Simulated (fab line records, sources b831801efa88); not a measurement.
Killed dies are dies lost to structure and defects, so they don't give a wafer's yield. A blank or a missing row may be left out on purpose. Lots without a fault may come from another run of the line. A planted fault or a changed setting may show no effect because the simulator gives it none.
A struck lot beside a sound one | flow sky130 | 18 steps out of a route of 708
Sound: wafers L106.2, L106.3, L106.6. Struck: wafers L120.1, L120.3, L120.5. The cause comes at the end.
At each step with rows: each side's tool, then ch and its chambers, then its first start. Under that, the readings that differ: sound wafers | struck wafers | difference of the means | sigmas: that difference in standard deviations of wafers without a fault.
alike: readings whose means differ by less than 2 such deviations, and words and numbers that are the same on both sides. not compared: withheld readings, readings that some wafer has no value for, bounds like >300 that may hide the same value, and numbers for which the record gives no deviation and whose values overlap.
The two part at a step that has a row with sigmas, a row that says differs or no value, or rows on one side only. Numbers that don't overlap but have no deviation are shown without sigmas and don't part them. A reading that every wafer of one side lacks parts them only if that side has two wafers or more.

first, 3 steps without rows for these wafers: SKY_SONOS_ONO_WET_ETCH_18 (etches Si3N4 in H3PO4, target depth 15 nm, time 172 s); SKY_GATE_OXIDE_CLEAN_00 (cleans in SC1/SC2, time 150 s); SKY_GATE_OXIDE_OXIDATION_01 (stabilise 600 s, purge 300 s, target thk 10.268 nm).
SKY_GATE_OXIDE_THK_MEAS_02:
  sound on film_metro-03, day 13 19:59; struck on film_metro-03, day 18 10:58
  alike: GATE_OXIDE_OXIDATION_00_THK
then, 7 steps without rows for these wafers: SKY_GATE_OXIDE_DEHYDRATE_03 (time 60 s); SKY_GATE_OXIDE_HMDS_04 (prime time 60 s); SKY_GATE_OXIDE_COAT_05 (resist thk 1140 nm); SKY_GATE_OXIDE_SOFTBAKE_06 (time 60 s); SKY_GATE_OXIDE_EXPOSE_07 (exposes mask LVOM, target cd 600 nm); SKY_GATE_OXIDE_PEB_08; SKY_GATE_OXIDE_DEVELOP_09 (develop time 60 s).
SKY_GATE_OXIDE_OVL_MEAS_10:
  sound on overlay-02, day 14 22:16; struck on overlay-02, day 19 17:12
  alike: GATE_OXIDE_OVL
SKY_GATE_OXIDE_IMPLANT_11:
  sound on implanter-04 ch 0, day 14 22:20; struck on implanter-01 ch 0, day 19 17:34
then, 1 step without rows for these wafers: SKY_GATE_OXIDE_WET_ETCH_12 (etches SiO2 in dHF, target depth 16.8 nm, time 336 s).
SKY_GATE_OXIDE_STRIP_13: strips in O2/N2.
  sound on plasma_asher-04 ch 1, day 14 22:33; struck on plasma_asher-03 ch 0,1, day 19 17:49
  alike: drypump_motor_current_A, oes_product_au, strip_time_to_endpoint_s
  not compared: rf_hours_counter_h
SKY_GATE_OXIDE_TW_MEAS_14:
  sound on film_metro-03, day 14 22:40; struck on film_metro-02, day 19 17:55
  reading       | sound             | struck            | difference | sigmas
  GATE_OXIDE_TW | 225.1 226.6 225.7 | 270.4 271.0 269.7 | +44.6      | +20
then, 2 steps without rows for these wafers: SKY_GATE_OXIDE_CLEAN_15 (cleans in SC1/SC2, time 150 s); SKY_PAD_OPEN_PROBE_99.

WHERE THEY PART
Only at SKY_GATE_OXIDE_TW_MEAS_14, within this record.

WHY: what the simulator had put in
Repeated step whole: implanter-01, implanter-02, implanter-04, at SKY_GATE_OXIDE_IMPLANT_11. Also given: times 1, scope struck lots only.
